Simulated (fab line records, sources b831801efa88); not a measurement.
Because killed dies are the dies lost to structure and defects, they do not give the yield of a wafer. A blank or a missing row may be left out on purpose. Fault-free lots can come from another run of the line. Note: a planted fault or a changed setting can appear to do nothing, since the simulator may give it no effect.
fab line records -- flow sky130
[record] lots = 6, wafers = 18, last-day = 49
route steps=708 shown POLY_GATE@235 LDD_N@237 LDD_P@255 PAD_OPEN@708
lots that met no fault: taken from a fault-free run of the same line
start-h: start of the lot's first displayed wafer, in hours after the record's first day -- wait-h: hours from the lot's prior step to this one -- " as in the row above -- L1.1+2: one row covering several wafers at once -- - no value present, or no start provided -- * or withheld: withheld -- < > ~ a bound
route shown NAME@n: NAME is a module with steps in the file, n the number in the route of the first one -- usual: mean and standard deviation over wafers with no fault -- same: alike in all rows -- chamber/n: place in a boat -- sites: the reading at each site -- _std_site: their standard deviation -- _edge_site: inner sites' mean taken away from outer sites' mean -- radius-mm: for every site, how far away it sits from the centre of the wafer -- mask NAME#n: copy n -- behind: tool/chamber where the wafer was last shaped -- hold: why the lot was held/for how many hours/how that ended -- device: whichever transistor did not switch (one of n, p or np) -- end of line: tests run on the same wafers once the route is complete -- for a step that has no rows: nothing shown but its recipe -- killed: dies that structure and defects cost at the first sort, which is not the same as the wafer's yield -- map: dies across one wafer; x = killed, . = not, _ = none there
set.NAME: the run value of the setting; set.NAME@STEP: its run value at that earlier step -- model.NAME: the simulator's own value behind a step, which no gauge read
lots seen at some steps along the route; tables by step, rows by wafer
services: from which hour (start-h, from the record's first day; less than 0 if before it) a tool's chamber was out of use, for how many hours, and why
[[steps]]
[step SKY_POLY_GATE_THK_MEAS_21]
[recipe] reads = SiO2_of_POLY_GATE_OXIDATION_20
[usual] POLY_GATE_OXIDATION_THK = 3.99/0.081
lot.wafer,tool,chamber,start-h,wait-h,POLY_GATE_OXIDATION_THK[nm]
L636.2,film-metro-03,-,383.34,0.0,4.03
L636.3,film-metro-03,-,383.34,0.0,4.01
L636.4,film-metro-03,-,383.34,0.0,3.99
L642.1,film-metro-01,-,452.17,0.0,4.08
L642.3,film-metro-01,-,452.17,0.0,4.15
L642.5,film-metro-01,-,452.17,0.0,4.07
L644.1,film-metro-01,-,462.83,0.0,4.10
L644.3,film-metro-01,-,462.83,0.0,4.01
L644.5,film-metro-01,-,462.83,0.0,4.05
L645.2,film-metro-01,-,468.24,0.0,4.13
L645.3,film-metro-01,-,468.24,0.0,4.22
L645.6,film-metro-01,-,468.24,0.0,4.07
L646.3,film-metro-02,-,479.95,0.0,3.95
L646.5,film-metro-02,-,479.95,0.0,4.01
L646.6,film-metro-02,-,479.95,0.0,4.03
L651.1,film-metro-02,-,524.85,0.0,3.95
L651.5,film-metro-02,-,524.85,0.0,3.87
L651.6,film-metro-02,-,524.85,0.0,3.91
[step SKY_POLY_GATE_CD_MEAS_22]
[usual] cd-nm = 149.9/2.7
lot.wafer,tool,chamber,start-h,wait-h,cd-nm
L636.2,cd-sem-01,-,383.41,0.1,150.2
L636.3,cd-sem-01,-,383.41,0.1,149.8
L636.4,cd-sem-01,-,383.41,0.1,145.9
L642.1,cd-sem-01,-,452.23,0.1,149.3
L642.3,cd-sem-01,-,452.23,0.1,145.2
L642.5,cd-sem-01,-,452.23,0.1,145.6
L644.1,cd-sem-01,-,462.89,0.1,150.9
L644.3,cd-sem-01,-,462.89,0.1,151.6
L644.5,cd-sem-01,-,462.89,0.1,151.7
L645.2,cd-sem-01,-,468.32,0.1,147.4
L645.3,cd-sem-01,-,468.32,0.1,150.4
L645.6,cd-sem-01,-,468.32,0.1,145.2
L646.3,cd-sem-01,-,480.05,0.1,148.0
L646.5,cd-sem-01,-,480.05,0.1,150.3
L646.6,cd-sem-01,-,480.05,0.1,151.6
L651.1,cd-sem-01,-,524.91,0.1,150.0
L651.5,cd-sem-01,-,524.91,0.1,154.6
L651.6,cd-sem-01,-,524.91,0.1,155.6
[step SKY_LDD_N_DEHYDRATE_00]
[recipe] temp-c = 200, time-s = 60
[step SKY_LDD_N_HMDS_01]
[recipe] prime-time-s = 60, prime-temp-c = 120
[step SKY_LDD_N_COAT_02]
[recipe] resist = NOVOLAK, spin-rpm = 3000, resist-thk-nm = 300
[step SKY_LDD_N_SOFTBAKE_03]
[recipe] temp-c = 90, time-s = 60, resist = NOVOLAK
[step SKY_LDD_N_EXPOSE_04]
[recipe] mask-id = NTM, target-cd-nm = 840, na = 0.6, source-shape = conventional, sigma-outer = 0.6, dose-mj = 110
[step SKY_LDD_N_PEB_05]
[recipe] temp-c = withheld, time-s = *, resist = NOVOLAK
[step SKY_LDD_N_DEVELOP_06]
[recipe] develop-time-s = 60, dev-temp-c = 23
[step SKY_LDD_N_OVL_MEAS_07]
[usual] LDD_N_OVL = -0.1/1.4
lot.wafer,tool,chamber,start-h,wait-h,LDD_N_OVL[nm]
L636.2,overlay-01,-,413.05,0.1,-1.6
L636.3,overlay-01,-,413.05,0.1,-1.9
L636.4,overlay-01,-,413.05,0.1,-1.6
L642.1,overlay-01,-,482.59,0.1,-0.4
L642.3,overlay-01,-,482.59,0.1,1.2
L642.5,overlay-01,-,482.59,0.1,0.0
L644.1,overlay-01,-,493.73,0.1,1.8
L644.3,overlay-01,-,493.73,0.1,3.3
L644.5,overlay-01,-,493.73,0.1,1.1
L645.2,overlay-02,-,498.90,0.1,-1.6
L645.3,overlay-02,-,498.90,0.1,1.0
L645.6,overlay-02,-,498.90,0.1,-0.6
L646.3,overlay-02,-,511.35,0.1,0.8
L646.5,overlay-02,-,511.35,0.1,0.3
L646.6,overlay-02,-,511.35,0.1,2.7
L651.1,overlay-02,-,554.57,0.1,1.1
L651.5,overlay-02,-,554.57,0.1,2.0
L651.6,overlay-02,-,554.57,0.1,0.0
[step SKY_LDD_N_IMPLANT_08]
[recipe] species = As, energy-kev = 20, dose-cm2 = 7.5e+13, tilt-deg = withheld, rotation-deg = 23
[step SKY_LDD_N_IMPLANT_09]
[recipe] species = As, energy-kev = 20, dose-cm2 = 7.5e+13, tilt-deg = withheld, rotation-deg = 113
[step SKY_LDD_N_IMPLANT_10]
[recipe] species = As, energy-kev = 20, dose-cm2 = 7.5e+13, tilt-deg = withheld, rotation-deg = 203
[usual] beam-energy-keV = 19.999/0.0065
lot.wafer,tool,chamber,start-h,wait-h,beam-energy-keV
L636.2,implanter-03,0,413.40,0.1,20.000
L636.3,implanter-03,0,413.40,0.1,19.998
L636.4,implanter-03,0,413.40,0.1,20.008
L642.1,implanter-03,0,482.93,0.1,19.997
L642.3,implanter-03,0,482.93,0.1,19.996
L642.5,implanter-03,0,482.93,0.1,19.999
L644.1,implanter-03,0,494.06,0.1,20.005
L644.3,implanter-03,0,494.06,0.1,20.002
L644.5,implanter-03,0,494.06,0.1,20.006
L644.1,implanter-03,0,494.38,0.3,20.010
L644.3,implanter-03,0,494.38,0.3,20.018
L644.5,implanter-03,0,494.38,0.3,20.001
L645.2,implanter-01,0,499.25,0.1,20.013
L645.3,implanter-01,0,499.25,0.1,20.009
L645.6,implanter-01,0,499.25,0.1,20.002
L645.2,implanter-01,0,499.57,0.3,20.004
L645.3,implanter-01,0,499.57,0.3,20.007
L645.6,implanter-01,0,499.57,0.3,20.006
L646.3,implanter-03,0,511.73,0.1,20.005
L646.5,implanter-03,0,511.73,0.1,19.995
L646.6,implanter-03,0,511.73,0.1,19.990
L651.1,implanter-03,0,554.91,0.1,20.001
L651.5,implanter-03,0,554.91,0.1,20.000
L651.6,implanter-03,0,554.91,0.1,19.997
[step SKY_LDD_N_IMPLANT_11]
[recipe] species = As, energy-kev = 20, dose-cm2 = 7.5e+13, tilt-deg = withheld, rotation-deg = 293
[step SKY_LDD_N_IMPLANT_12]
[recipe] species = BF2, energy-kev = 50, dose-cm2 = 5e+12, tilt-deg = 30, rotation-deg = 0
[step SKY_LDD_N_IMPLANT_13]
[recipe] species = BF2, energy-kev = 50, dose-cm2 = 5e+12, tilt-deg = 30, rotation-deg = 90
[step SKY_LDD_N_IMPLANT_14]
[recipe] species = BF2, energy-kev = 50, dose-cm2 = 5e+12, tilt-deg = 30, rotation-deg = 180
[step SKY_LDD_N_IMPLANT_15]
[recipe] species = BF2, energy-kev = 50, dose-cm2 = 5e+12, tilt-deg = 30, rotation-deg = 270
[step SKY_LDD_N_STRIP_16]
[recipe] chemistry = O2/N2, power-w = 1400, pressure-mtorr = 1500, platen-temp-c = withheld, o2-flow-sccm = 3000, n2-flow-sccm = 300, overash-fraction = 0.5
[usual] drypump-motor-current-A = 5.8/0.38, oes-product-au = 0.407/0.0048, strip-time-to-endpoint-s = 4.317/0.012
lot.wafer,tool,chamber,start-h,wait-h,drypump-motor-current-A,oes-product-au,rf-hours-counter-h,strip-time-to-endpoint-s
L636.2,plasma-asher-04,0,414.28,0.1,6.2,0.406,72,4.322
L636.3,plasma-asher-04,0,414.28,0.1,6.2,0.407,-,4.325
L636.4,plasma-asher-04,1,414.28,0.1,5.9,0.402,-,4.310
L642.1,plasma-asher-02,1,483.83,0.1,6.1,0.405,36,4.305
L642.3,plasma-asher-02,0,483.83,0.1,5.5,0.407,-,4.307
L642.5,plasma-asher-02,0,483.83,0.1,5.5,0.408,-,4.311
L644.1,plasma-asher-01,1,495.28,0.1,5.2,0.403,65,4.509
L644.3,plasma-asher-01,0,495.28,0.1,5.8,0.404,-,4.527
L644.5,plasma-asher-01,1,495.28,0.1,5.1,0.407,-,4.503
L645.2,plasma-asher-02,1,500.98,0.1,6.1,0.408,37,4.521
L645.3,plasma-asher-02,1,500.98,0.1,6.2,0.411,-,4.532
L645.6,plasma-asher-02,1,500.98,0.1,6.1,0.402,-,4.529
L646.3,plasma-asher-02,1,512.61,0.1,6.2,0.407,-,4.329
L646.5,plasma-asher-02,0,512.61,0.1,5.5,0.406,-,4.321
L646.6,plasma-asher-02,1,512.61,0.1,6.1,0.408,-,4.330
L651.1,plasma-asher-01,1,555.81,0.1,5.1,0.403,71,4.323
L651.5,plasma-asher-01,0,555.81,0.1,5.8,0.419,-,4.285
L651.6,plasma-asher-01,1,555.81,0.1,5.1,0.406,-,4.300
[step SKY_LDD_N_TW_MEAS_17]
[usual] LDD_N_TW = 2585/29
lot.wafer,tool,chamber,start-h,wait-h,LDD_N_TW
L636.2,film-metro-03,-,414.39,0.1,2625
L636.3,film-metro-03,-,414.39,0.1,2625
L636.4,film-metro-03,-,414.39,0.1,2602
L642.1,film-metro-04,-,483.93,0.1,2568
L642.3,film-metro-04,-,483.93,0.1,2586
L642.5,film-metro-04,-,483.93,0.1,2579
L644.1,film-metro-03,-,495.38,0.1,2743
L644.3,film-metro-03,-,495.38,0.1,2747
L644.5,film-metro-03,-,495.38,0.1,2742
L644.1,film-metro-03,-,495.60,0.2,2735
L644.3,film-metro-03,-,495.60,0.2,2742
L644.5,film-metro-03,-,495.60,0.2,2733
L645.2,film-metro-04,-,501.09,0.1,2676
L645.3,film-metro-04,-,501.09,0.1,2674
L645.6,film-metro-04,-,501.09,0.1,2683
L646.3,film-metro-01,-,512.70,0.1,2569
L646.5,film-metro-01,-,512.70,0.1,2553
L646.6,film-metro-01,-,512.70,0.1,2563
L651.1,film-metro-04,-,555.91,0.1,2560
L651.5,film-metro-04,-,555.91,0.1,2564
L651.6,film-metro-04,-,555.91,0.1,2558
[step SKY_LDD_P_DEHYDRATE_00]
[recipe] temp-c = 200, time-s = 60
[step SKY_PAD_OPEN_PROBE_99]
[usual] killed_at_M0_to_M3 = 43/6.7, killed_at_M4_up = 3.0/1.9, killed-at-contacts = 25/5.4, killed-at-front-end = 16/4.5, killed-at-other = 0.4/0.62, killed-dies = 87/9.6, killed-open = 47/7, killed-short = 39/6.1
[same] gross-dies = 492, killed-at-back-side = 0
lot.wafer,tool,chamber,start-h,wait-h,killed_at_M0_to_M3,killed_at_M4_up,killed-at-contacts,killed-at-front-end,killed-at-other,killed-dies,killed-open,killed-short,model.etest.tip-n.rs-ohm-sq,model.etest.nfet_01v8_swapped.vt-sat-v,model.etest.nfet_01v8_turned.vt-sat-v
L636.2,prober-01,-,1082.14,0.1,53,2,25,19,0,99,62,37,436.7,0.6495,0.6501
L636.3,prober-01,-,1082.19,0.2,48,4,29,18,1,100,54,46,440.5,0.6576,0.6558
L636.4,prober-01,-,1082.24,0.2,42,2,26,17,0,87,45,42,435,0.6466,0.6435
L642.1,prober-01,-,1127.79,0.1,41,4,30,21,0,96,51,45,444.6,0.6473,0.639
L642.3,prober-01,-,1127.89,0.2,49,5,26,11,1,92,53,39,447.4,0.646,0.6433
L642.5,prober-01,-,1127.99,0.2,39,1,28,24,0,92,52,40,445.7,0.6367,0.6367
L644.1,prober-01,-,1135.69,0.1,32,5,36,14,0,87,52,35,387.7,0.6401,0.6413
L644.3,prober-01,-,1135.79,0.2,43,1,26,9,0,79,43,36,387.7,0.6446,0.646
L644.5,prober-01,-,1135.89,0.2,35,4,26,21,0,86,46,37,388.2,0.6412,0.6418
L645.2,prober-02,-,1137.43,0.1,46,5,23,9,0,83,51,32,388,0.6381,0.641
L645.3,prober-02,-,1137.48,0.2,47,1,25,14,1,88,48,40,390.1,0.6511,0.6542
L645.6,prober-02,-,1137.63,0.2,56,2,23,9,0,90,48,41,384.5,0.644,0.6489
L646.3,prober-01,-,1147.92,0.2,39,3,19,25,0,86,47,37,447.1,0.6436,0.6422
L646.5,prober-01,-,1148.02,0.2,49,6,16,16,0,87,57,28,447.5,0.656,0.6479
L646.6,prober-01,-,1148.07,0.2,53,2,19,27,0,101,60,38,446.5,0.6456,0.643
L651.1,prober-02,-,1171.38,0.1,46,2,29,12,0,89,46,43,444.6,0.658,0.6601
L651.5,prober-02,-,1171.58,0.2,47,3,36,20,0,106,57,48,445.3,0.6656,0.663
L651.6,prober-02,-,1171.63,0.2,66,1,22,19,0,108,56,52,442.5,0.6652,0.6651
// killed by level:class
L636.2 VIA1:geometric-particle:open=15 LI_CONTACT:geometric-particle:open=9 VIA2:geometric-particle:open=8 CONTACT:geometric-particle:open=6 VIA3:geometric-particle:open=6 FIELD_ISO:geometric-particle:open=5 VIA1:geometric-particle:short=5 METAL3:geometric-particle:short=5
L636.3 VIA3:geometric-particle:open=11 LI_CONTACT:geometric-particle:open=10 VIA1:geometric-particle:open=10 CONTACT:geometric-particle:open=9 CONTACT:geometric-particle:short=7 VIA1:geometric-particle:short=7 FIELD_ISO:geometric-particle:open=5 SPACER:geometric-particle:short=5
L636.4 LI_CONTACT:geometric-particle:open=8 VIA3:geometric-particle:open=7 FIELD_ISO:geometric-particle:open=6 CONTACT:geometric-particle:short=6 CONTACT:geometric-particle:open=6 VIA1:geometric-particle:open=6 VIA2:geometric-particle:open=6 FIELD_ISO:geometric-particle:short=5
L642.1 VIA1:geometric-particle:open=10 LI_CONTACT:geometric-particle:open=9 CONTACT:geometric-particle:open=9 VIA1:geometric-particle:short=8 VIA2:geometric-particle:open=7 FIELD_ISO:geometric-particle:short=5 LOCAL_INTERCONNECT:geometric-particle:short=5 POLY_GATE:geometric-particle:open=4
L642.3 VIA1:geometric-particle:open=12 LI_CONTACT:geometric-particle:open=9 LOCAL_INTERCONNECT:geometric-particle:short=8 VIA1:geometric-particle:short=6 VIA2:geometric-particle:open=6 VIA3:geometric-particle:open=6 FIELD_ISO:geometric-particle:open=4 CONTACT:geometric-particle:open=4
L642.5 CONTACT:geometric-particle:open=15 VIA1:geometric-particle:open=14 FIELD_ISO:geometric-particle:short=6 VIA3:geometric-particle:open=6 POLY_GATE:geometric-particle:short=5 LOCAL_INTERCONNECT:geometric-particle:short=5 METAL2:geometric-particle:short=5 FIELD_ISO:geometric-particle:open=4
L644.1 CONTACT:geometric-particle:open=16 CONTACT:geometric-particle:short=8 VIA2:geometric-particle:open=8 LI_CONTACT:geometric-particle:open=6 METAL2:geometric-particle:short=6 VIA3:geometric-particle:open=6 FIELD_ISO:geometric-particle:short=5 METAL1:geometric-particle:short=5
L644.3 CONTACT:geometric-particle:open=14 VIA1:geometric-particle:open=11 FIELD_ISO:geometric-particle:short=6 METAL2:geometric-particle:short=6 VIA3:geometric-particle:open=6 LI_CONTACT:geometric-particle:open=5 VIA1:geometric-particle:short=5 VIA3:geometric-particle:short=5
L644.5 VIA1:geometric-particle:open=11 CONTACT:geometric-particle:open=9 FIELD_ISO:geometric-particle:open=7 CONTACT:geometric-particle:short=7 VIA2:geometric-particle:open=5 FIELD_ISO:geometric-particle:short=4 LI_CONTACT:geometric-particle:short=4 METAL4:geometric-particle:short=4
L645.2 LI_CONTACT:geometric-particle:open=11 VIA1:geometric-particle:open=10 VIA3:geometric-particle:open=10 VIA2:geometric-particle:open=8 VIA1:geometric-particle:short=5 METAL2:geometric-particle:short=5 CONTACT:geometric-particle:open=4 LOCAL_INTERCONNECT:geometric-particle:short=4
L645.3 VIA1:geometric-particle:open=9 VIA2:geometric-particle:open=8 CONTACT:geometric-particle:open=7 VIA3:geometric-particle:open=7 CONTACT:geometric-particle:short=6 VIA1:geometric-particle:short=6 LI_CONTACT:geometric-particle:open=5 METAL2:geometric-particle:short=5
L645.6 VIA1:geometric-particle:open=17 CONTACT:geometric-particle:short=9 METAL2:geometric-particle:short=9 VIA3:geometric-particle:open=9 VIA2:geometric-particle:open=7 LI_CONTACT:geometric-particle:short=5 CONTACT:geometric-particle:open=4 POLY_GATE:geometric-particle:open=3
L646.3 POLY_GATE:geometric-particle:short=10 VIA1:geometric-particle:open=9 VIA2:geometric-particle:open=8 CONTACT:geometric-particle:open=7 POLY_GATE:geometric-particle:open=6 LI_CONTACT:geometric-particle:open=6 VIA2:geometric-particle:short=5 VIA3:geometric-particle:open=5
L646.5 VIA1:geometric-particle:open=18 VIA2:geometric-particle:open=8 VIA3:geometric-particle:open=8 CONTACT:geometric-particle:open=5 VIA2:geometric-particle:short=4 POLY_GATE:geometric-particle:open=4 LI_CONTACT:geometric-particle:short=4 POLY_GATE:geometric-particle:short=3
L646.6 VIA1:geometric-particle:open=12 VIA2:geometric-particle:open=12 CONTACT:geometric-particle:open=11 VIA3:geometric-particle:open=8 FIELD_ISO:geometric-particle:open=7 METAL2:geometric-particle:short=6 METAL1:geometric-particle:short=5 FIELD_ISO:geometric-particle:short=4
L651.1 CONTACT:geometric-particle:open=8 VIA3:geometric-particle:open=8 LI_CONTACT:geometric-particle:open=7 LOCAL_INTERCONNECT:geometric-particle:short=7 VIA2:geometric-particle:short=6 METAL1:geometric-particle:short=6 VIA1:geometric-particle:open=6 VIA2:geometric-particle:open=5
L651.5 CONTACT:geometric-particle:open=15 LOCAL_INTERCONNECT:geometric-particle:short=8 CONTACT:geometric-particle:short=8 METAL2:geometric-particle:short=8 VIA2:geometric-particle:open=8 VIA1:geometric-particle:open=7 FIELD_ISO:geometric-particle:short=6 FIELD_ISO:geometric-particle:open=6
L651.6 VIA3:geometric-particle:open=13 VIA1:geometric-particle:open=10 CONTACT:geometric-particle:open=9 METAL1:geometric-particle:short=9 VIA3:geometric-particle:short=8 METAL2:geometric-particle:short=7 FIELD_ISO:geometric-particle:short=6 LI_CONTACT:geometric-particle:open=5
[[services]]
tool,chamber,start-h,hours,kind
implanter-01,-,425.74,21.5,pm
implanter-01,-,447.93,4.0,repair
implanter-01,-,451.92,3.9,pm
implanter-03,-,476.60,0.9,repair
implanter-01,-,520.40,0.7,repair
plasma-asher-01,-,526.97,2.2,repair
implanter-01,-,553.27,3.1,repair
[[key]]
[first-sign] step = SKY_LDD_N_IMPLANT_10, reading = visit, direction = added
[effect] step = SKY_LDD_N_STRIP_16, reading = strip-time-to-endpoint-s, direction = up, sigmas = 17, usual = *, struck = *
[effect] step = SKY_LDD_N_TW_MEAS_17, reading = visit, direction = added
[model-effect] step = SKY_PAD_OPEN_PROBE_99, value = etest.tip-n.rs-ohm-sq, without = 442.5, struck = 387.7
met-at SKY_LDD_N_IMPLANT_10
struck-wafers L644.1,L644.3,L644.5,L645.2,L645.3,L645.6
tester-left-out L644,L645
[fault] kind = repeated-step-whole, tool = implanter-01,implanter-03,implanter-04, chamber = -, onset-h = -, steps = SKY_LDD_N_IMPLANT_10, times = 1, scope = struck-lots-only
// tester-left-out: of these lots the tester's yield and bins aren't shown, on N5 and GAA mostly nor the transistor test; their killed dies are dies lost to structure and defects alone, not to doping, threshold or leakage, so they don't give the yield
